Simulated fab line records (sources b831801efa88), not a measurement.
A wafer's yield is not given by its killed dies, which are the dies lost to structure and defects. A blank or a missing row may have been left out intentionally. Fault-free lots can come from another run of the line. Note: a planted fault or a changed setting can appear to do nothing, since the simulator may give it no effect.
fab line records	flow sky130
[record] lots = 13	wafers = 39	last_day = 50
route steps=708 shown FIELD_ISO@18 PWDE@52
lots that met no fault: taken from a fault-free run of the same line
start_h: hours from the record's first day to the start of the lot's first wafer shown	wait_h: hours since the lot's step before	" identical to the entry in the row above	L1.1+2: several wafers, shown together as one row	- either no value or no given start	* or withheld: withheld	< > ~ a bound
route shown NAME@n: names a module that has steps shown in the file, with the first one's number in the route	usual: the fault-free wafers' mean and standard deviation	same: alike in all rows	chamber/n: place in a boat	sites: readings site by site	_std_site: the standard deviation of these	_edge_site: mean of outer sites minus mean of inner sites	radius_mm: for every site, how far away it sits from the centre of the wafer	mask NAME#n: copy n	behind: the most recent tool/chamber to have shaped the wafer	hold: the reason the lot was held/the length of the hold in hours/how it ended	device: transistor that didn't switch, given as n, p or np	end of line: at the end of the route, the tests of the same wafers	a step with no rows: only its recipe	killed: at the first sort, the dies lost to defects and structure; wafer yield is something else	map: the dies of a wafer, with x for killed, . for not killed, _ for no die there
set.NAME: the setting as run; set.NAME@STEP: as run at that earlier step	model.NAME: the simulator's own value behind a step, which no gauge read
a sample of lots followed through the steps of the route, with each step as a table and each wafer as a row
services: the hour from which a tool's chamber was out of use, counted from the record's first day as start_h (under 0 if before that day), plus the number of hours and why
[[steps]]
[step SKY_FIELD_ISO_ETCH_17]
[recipe] target_depth_a = 3420	mask_material = Si3N4	chemistry = HBr/Cl2/O2	target = Si	taper_deg = 5	icp_w = 600	bias_w = 150	pressure_mtorr = 15	HBr_flow_sccm = 150	Cl2_flow_sccm = 40	O2_flow_sccm = 6	time_s = 97.7
[usual] HBr_flow_sccm = 150.0/0.44	drypump_motor_current_A = 5.72/0.16	he_backside_leak_sccm = 2.74/0.29	oes_product_au = 0.998/0.011	throttle_valve_pct = 25.657/0.011
lot.wafer	tool	chamber	start_h	wait_h	HBr_flow_sccm	drypump_motor_current_A	he_backside_leak_sccm	oes_product_au	rf_hours_counter_h	throttle_valve_pct
L686.2	rie_si-01	0	32.10	0.1	150.1	5.73	2.78	1.025	25	25.629
L686.3	"	2	"	"	149.5	5.69	2.87	0.992	94	25.669
L686.5	"	2	"	"	150.0	5.67	3.00	1.002	-	25.646
L688.2	rie_si-02	1	40.55	0.1	150.0	5.95	2.69	0.992	152	25.645
L688.3	"	0	"	"	150.6	5.50	2.67	1.010	60	25.653
L688.4	"	2	"	"	149.6	5.53	2.49	1.001	42	25.666
L692.2	rie_si-02	3	60.39	0.1	150.1	5.67	2.68	0.985	1	25.676
L692.3	"	2	"	"	149.9	5.56	3.19	0.997	42	25.661
L692.5	"	2	"	"	150.5	5.57	2.72	0.994	-	25.655
L694.3	rie_si-01	0	70.79	0.0	149.2	5.70	2.81	1.005	25	25.661
L694.5	"	1	"	"	150.0	5.63	2.66	0.995	-	25.670
L694.6	"	0	"	"	150.1	5.71	2.64	1.009	-	25.649
L696.1	rie_si-01	1	85.49	0.1	149.8	5.67	2.69	0.991	56	25.664
L696.2	"	0	"	"	149.4	5.72	2.67	1.006	25	25.651
L696.4	"	2	"	"	149.8	5.74	3.01	0.980	95	25.650
L697.1	rie_si-01	3	92.04	0.1	149.8	5.99	2.54	1.001	118	25.653
L697.2	"	2	"	"	151.0	5.68	2.75	0.982	95	25.665
L697.6	"	1	"	"	149.6	5.63	2.73	0.981	-	25.652
L699.1	rie_si-01	0	96.59	0.1	149.2	5.71	2.80	0.997	25	25.659
L699.3	"	1	"	"	150.3	5.66	4.99	0.989	56	25.662
L699.5	"	2	"	"	150.4	5.74	2.85	0.985	-	25.652
L704.2	rie_si-01	1	126.75	0.1	151.1	5.63	2.63	1.002	56	25.642
L704.3	"	2	"	"	150.1	5.72	3.07	0.990	95	25.655
L704.5	"	2	"	"	149.9	5.71	3.28	0.987	-	25.671
L705.4	rie_si-01	1	132.15	0.0	149.7	5.64	2.43	1.002	56	25.646
L705.5	"	3	"	"	150.8	5.99	2.64	1.017	-	25.660
L705.6	"	0	"	"	150.1	5.69	2.70	1.008	-	25.658
L706.2	rie_si-02	0	135.29	0.1	149.4	5.47	2.60	1.014	61	25.647
L706.4	"	2	"	"	150.3	5.56	3.23	0.989	43	25.658
L706.6	"	1	"	"	150.0	5.95	2.59	0.970	-	25.670
L707.1	rie_si-01	0	137.69	0.1	150.2	5.70	2.75	0.994	26	25.652
L707.3	"	1	"	"	149.8	5.63	2.75	0.997	56	25.671
L707.6	"	2	"	"	149.7	5.71	3.02	0.990	-	25.665
L708.1	rie_si-02	0	143.45	0.1	149.2	5.54	2.50	1.024	61	25.644
L708.3	"	2	"	"	151.2	5.56	3.00	1.006	43	25.657
L708.5	"	0	"	"	149.6	5.50	2.59	1.020	-	25.633
L709.1	rie_si-02	1	148.95	0.1	150.2	5.95	2.68	0.988	0	25.668
L709.2	"	0	"	"	149.9	5.45	2.62	1.015	61	25.667
L709.6	"	3	"	"	149.3	5.68	2.55	1.001	-	25.660
[step SKY_FIELD_ISO_THK_MEAS_23]
[recipe] reads = SiO2_of_FIELD_ISO_OXIDATION_22
[usual] FIELD_ISO_OXIDATION_01_THK = 10.03/0.19
lot.wafer	tool	chamber	start_h	wait_h	FIELD_ISO_OXIDATION_01_THK[nm]
L686.2	film_metro-02	-	33.79	0.0	10.22
L686.3	"	-	"	"	10.15
L686.5	"	-	"	"	10.18
L688.2	film_metro-01	-	42.81	0.0	9.83
L688.3	"	-	"	"	9.68
L688.4	"	-	"	"	9.61
L692.2	film_metro-02	-	62.43	0.0	10.29
L692.3	"	-	"	"	10.40
L692.5	"	-	"	"	10.23
L694.3	film_metro-01	-	72.83	0.0	9.87
L694.5	"	-	"	"	10.07
L694.6	"	-	"	"	10.08
L696.1	film_metro-01	-	87.74	0.0	10.01
L696.2	"	-	"	"	9.74
L696.4	"	-	"	"	10.06
L697.1	film_metro-03	-	94.20	0.0	9.85
L697.2	"	-	"	"	9.95
L697.6	"	-	"	"	9.79
L699.1	film_metro-02	-	98.84	0.0	10.20
L699.3	"	-	"	"	9.97
L699.5	"	-	"	"	10.05
L704.2	film_metro-03	-	128.29	0.0	10.17
L704.3	"	-	"	"	9.85
L704.5	"	-	"	"	9.87
L705.4	film_metro-03	-	134.10	0.0	9.82
L705.5	"	-	"	"	9.67
L705.6	"	-	"	"	9.91
L706.2	film_metro-02	-	137.02	0.0	10.09
L706.4	"	-	"	"	10.20
L706.6	"	-	"	"	10.10
L707.1	film_metro-02	-	139.31	0.0	9.99
L707.3	"	-	"	"	9.93
L707.6	"	-	"	"	9.74
L708.1	film_metro-02	-	144.98	0.0	9.94
L708.3	"	-	"	"	9.89
L708.5	"	-	"	"	10.01
L709.1	film_metro-01	-	150.47	0.0	10.07
L709.2	"	-	"	"	10.06
L709.6	"	-	"	"	10.29
[step SKY_PWDE_OVL_MEAS_07]
[usual] PWDE_OVL = 0.7/1.7
lot.wafer	tool	chamber	start_h	wait_h	PWDE_OVL[nm]
L686.2	overlay-01	-	70.93	-	-3.4
L686.3	"	-	"	"	-0.2
L686.5	"	-	"	"	-0.8
L688.2	overlay-02	-	80.63	-	1.0
L688.3	"	-	"	"	1.8
L688.4	"	-	"	"	1.9
L692.2	overlay-02	-	102.68	-	3.5
L692.3	"	-	"	"	2.9
L692.5	"	-	"	"	3.4
L694.3	overlay-02	-	112.63	-	0.4
L694.5	"	-	"	"	0.7
L694.6	"	-	"	"	2.0
L696.1	overlay-02	-	127.81	-	2.3
L696.2	"	-	"	"	1.7
L696.4	"	-	"	"	3.4
L697.1	overlay-01	-	136.01	-	1.3
L697.2	"	-	"	"	0.7
L697.6	"	-	"	"	0.3
L699.1	overlay-01	-	142.92	-	0.8
L699.3	"	-	"	"	0.7
L699.5	"	-	"	"	0.4
L704.2	overlay-01	-	173.47	-	-2.5
L704.3	"	-	"	"	-2.2
L704.5	"	-	"	"	-2.9
L705.4	overlay-01	-	177.44	-	2.3
L705.5	"	-	"	"	2.0
L705.6	"	-	"	"	1.9
L706.2	overlay-01	-	181.32	-	0.4
L706.4	"	-	"	"	0.0
L706.6	"	-	"	"	1.8
L707.1	overlay-02	-	185.51	-	0.8
L707.3	"	-	"	"	2.1
L707.6	"	-	"	"	2.8
L708.1	overlay-02	-	190.51	-	4.5
L708.3	"	-	"	"	3.0
L708.5	"	-	"	"	3.4
L709.1	overlay-02	-	199.26	-	1.0
L709.2	"	-	"	"	0.0
L709.6	"	-	"	"	-0.7
[step SKY_PWDE_IMPLANT_08]
[recipe] species = B	energy_kev = 150	dose_cm2 = 3.6e+12	tilt_deg = withheld
[usual] beam_energy_keV = 149.99/0.043	end_station_pressure_torr = 4.99e-06/2.8e-07
lot.wafer	tool	chamber	start_h	wait_h	beam_energy_keV	end_station_pressure_torr
L686.2	implanter-04	0	70.98	0.0	150.05	5.24e-06
L686.3	"	0	"	"	149.97	5.21e-06
L686.5	"	0	"	"	150.06	5.04e-06
L688.2	implanter-02	0	80.68	0.0	150.00	4.83e-06
L688.3	"	0	"	"	149.97	4.92e-06
L688.4	"	0	"	"	150.03	5.03e-06
L692.2	implanter-04	0	102.73	0.0	150.01	4.92e-06
L692.3	"	0	"	"	150.02	4.99e-06
L692.5	"	0	"	"	150.05	5.51e-06
L694.3	implanter-02	0	112.71	0.1	150.00	5.52e-06
L694.5	"	0	"	"	149.94	4.77e-06
L694.6	"	0	"	"	149.96	4.75e-06
L696.1	implanter-04	0	127.84	0.0	150.00	5.33e-06
L696.2	"	0	"	"	150.03	5.1e-06
L696.4	"	0	"	"	149.91	5.34e-06
L697.1	implanter-02	0	136.04	0.0	150.00	5.18e-06
L697.2	"	0	"	"	149.98	5.21e-06
L697.6	"	0	"	"	149.97	4.94e-06
L699.1	implanter-02	0	142.96	0.0	150.10	4.37e-06
L699.3	"	0	"	"	149.99	4.91e-06
L699.5	"	0	"	"	149.94	4.91e-06
L704.2	implanter-01	0	173.53	0.0	149.98	5.63e-06
L704.3	"	0	"	"	150.01	5.17e-06
L704.5	"	0	"	"	149.96	4.9e-06
L705.4	implanter-02	0	177.53	0.1	152.31	4.68e-06
L705.5	"	0	"	"	152.23	4.91e-06
L705.6	"	0	"	"	152.23	5.76e-06
L706.2	implanter-02	0	181.38	0.0	152.22	5.5e-06
L706.4	"	0	"	"	152.27	5.07e-06
L706.6	"	0	"	"	152.17	5.48e-06
L707.1	implanter-04	0	185.54	0.0	149.98	4.89e-06
L707.3	"	0	"	"	150.04	4.56e-06
L707.6	"	0	"	"	150.01	4.87e-06
L708.1	implanter-01	0	190.54	0.0	150.01	5.42e-06
L708.3	"	0	"	"	150.03	4.77e-06
L708.5	"	0	"	"	150.03	4.53e-06
L709.1	implanter-01	0	199.29	0.0	150.04	4.62e-06
L709.2	"	0	"	"	149.96	4.65e-06
L709.6	"	0	"	"	150.04	5.62e-06
[[services]]
tool	chamber	start_h	hours	kind
implanter-01	-	42.34	2.2	pm
implanter-02	-	49.45	21.9	repair
rie_si-01	3	51.60	10.0	repair
rie_si-02	-	54.50	0.1	repair
rie_si-02	1	71.31	-	clean
rie_si-02	1	71.31	17.7	scheduled_down
rie_si-02	1	71.31	17.7	vent_cycle
implanter-02	-	97.61	4.3	repair
implanter-02	-	159.52	5.9	pm
rie_si-02	2	164.60	7.4	repair
implanter-04	-	169.18	3.0	repair
rie_si-01	-	181.97	14.6	pm
rie_si-01	-	196.57	2.8	pm
implanter-04	-	196.62	3.9	repair
rie_si-01	3	199.38	13.0	repair
[[key]]
[first_sign] step = SKY_PWDE_IMPLANT_08	reading = beam_energy_keV	direction = up	sigmas = 52	usual = *	struck = *
effect none on later readings
met_at SKY_PWDE_IMPLANT_08
struck_lots L705,L706
tester_left_out L705,L706
not_acting_at SKY_FIELD_ISO_ETCH_17,SKY_FIELD_ISO_THK_MEAS_23,SKY_PWDE_OVL_MEAS_07
onset_between 142.96 177.53
[fault] kind = process_parameter_drift	tool = implanter-02	chamber = -	onset_h = 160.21	steps = SKY_PWDE_IMPLANT_08	channel = energy_kev	offset = *	shape = step	end_h = 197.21	acts_in = *	stated = *
// tester_left_out: of these lots the tester's yield and bins aren't shown, on N5 and GAA mostly nor the transistor test; their killed dies are dies lost to structure and defects alone, not to doping, threshold or leakage, so they don't give the yield
